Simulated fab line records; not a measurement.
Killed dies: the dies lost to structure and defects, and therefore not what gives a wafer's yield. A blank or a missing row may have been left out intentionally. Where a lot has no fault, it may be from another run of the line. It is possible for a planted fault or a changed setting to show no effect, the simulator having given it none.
Chamber matching / flow sky130 / SKY_POLY_GATE_ETCH_17 on rie si-02: 4 sister chambers
The step etches poly-Si in HBr/Cl2, stops on SiO2, target depth 180 nm, time 70.5 s. 14 wafers are shown with their chamber, then 7 later ones without.

WAFERS WITH THEIR CHAMBER
wafer=L990.1; chamber=1; throttle valve pct (%)=33.700; oes product au (a.u.)=0.985; HBr_flow_sccm (sccm)=150.3
wafer=L990.3; chamber=0; throttle valve pct (%)=33.687; oes product au (a.u.)=0.985; HBr_flow_sccm (sccm)=150.4
wafer=L990.6; chamber=1; throttle valve pct (%)=33.687; oes product au (a.u.)=0.972; HBr_flow_sccm (sccm)=149.8
wafer=L991.2; chamber=3; throttle valve pct (%)=33.690; oes product au (a.u.)=0.975; HBr_flow_sccm (sccm)=149.7
wafer=L991.3; chamber=0; throttle valve pct (%)=33.681; oes product au (a.u.)=0.983; HBr_flow_sccm (sccm)=151.1
wafer=L991.4; chamber=1; throttle valve pct (%)=33.690; oes product au (a.u.)=0.972; HBr_flow_sccm (sccm)=149.7
wafer=L993.2; chamber=0; throttle valve pct (%)=33.683; oes product au (a.u.)=0.981; HBr_flow_sccm (sccm)=149.8
wafer=L993.3; chamber=3; throttle valve pct (%)=33.701; oes product au (a.u.)=0.985; HBr_flow_sccm (sccm)=149.7
wafer=L993.6; chamber=1; throttle valve pct (%)=33.699; oes product au (a.u.)=0.974; HBr_flow_sccm (sccm)=150.2
wafer=L994.3; chamber=1; throttle valve pct (%)=33.694; oes product au (a.u.)=0.985; HBr_flow_sccm (sccm)=150.1
wafer=L994.4; chamber=0; throttle valve pct (%)=33.686; oes product au (a.u.)=0.969; HBr_flow_sccm (sccm)=149.8
wafer=L994.6; chamber=3; throttle valve pct (%)=33.680; oes product au (a.u.)=0.980; HBr_flow_sccm (sccm)=150.9
wafer=L998.2; chamber=2; throttle valve pct (%)=33.703; oes product au (a.u.)=0.993; HBr_flow_sccm (sccm)=150.7
wafer=L998.5; chamber=1; throttle valve pct (%)=33.690; oes product au (a.u.)=0.978; HBr_flow_sccm (sccm)=149.4

SIGNATURES, as means of the wafers listed above
reading=throttle valve pct; chamber 0=33.68425; chamber 1=33.69333; chamber 2=33.70300; chamber 3=33.69033; scatter within a chamber=0.00619
reading=oes product au; chamber 0=0.97950; chamber 1=0.97767; chamber 2=0.99300; chamber 3=0.98000; scatter within a chamber=0.00625
reading=HBr_flow_sccm; chamber 0=150.275; chamber 1=149.917; chamber 2=150.700; chamber 3=150.100; scatter within a chamber=0.519
Rule: a wafer lies at a distance from a chamber equal to the root of the sum of squares, over the readings, of (its reading less the chamber's mean, divided by the reading's scatter). The wafer belongs to the nearest chamber; if the next one is less than 2 further off, it can't be placed. How the scatter is found: for the shown wafers, subtract from each reading the mean of its chamber, square and add these, divide the total by (wafers less chambers), then take the root.

WAFERS WHOSE CHAMBER IS MISSING
wafer=L998.6; throttle valve pct (%)=33.671; oes product au (a.u.)=0.995; HBr_flow_sccm (sccm)=150.8
wafer=L999.3; throttle valve pct (%)=33.675; oes product au (a.u.)=0.974; HBr_flow_sccm (sccm)=150.4
wafer=L999.4; throttle valve pct (%)=33.688; oes product au (a.u.)=0.979; HBr_flow_sccm (sccm)=150.0
wafer=L999.6; throttle valve pct (%)=33.679; oes product au (a.u.)=0.978; HBr_flow_sccm (sccm)=151.5
wafer=L100.3; throttle valve pct (%)=33.688; oes product au (a.u.)=0.987; HBr_flow_sccm (sccm)=150.5
wafer=L100.5; throttle valve pct (%)=33.680; oes product au (a.u.)=0.990; HBr_flow_sccm (sccm)=150.0
wafer=L100.6; throttle valve pct (%)=33.671; oes product au (a.u.)=0.961; HBr_flow_sccm (sccm)=150.3

CHAMBER TAKEN BY EACH
wafer=L998.6; from the rows above=can't be placed: 0 or 3 or 1 or 2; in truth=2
wafer=L999.3; from the rows above=can't be placed: 0 or 3 or 1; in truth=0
wafer=L999.4; from the rows above=can't be placed: 3 or 0 or 1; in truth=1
wafer=L999.6; from the rows above=can't be placed: 0 or 3 or 1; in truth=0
wafer=L100.3; from the rows above=can't be placed: 3 or 0 or 1 or 2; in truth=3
wafer=L100.5; from the rows above=can't be placed: 0 or 3 or 1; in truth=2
wafer=L100.6; from the rows above=can't be placed: 0 or 3 or 1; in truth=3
0 of 7 placed correctly. These rows do not allow placing 7 (true chamber among the candidates in 6). 0 placed wrongly.
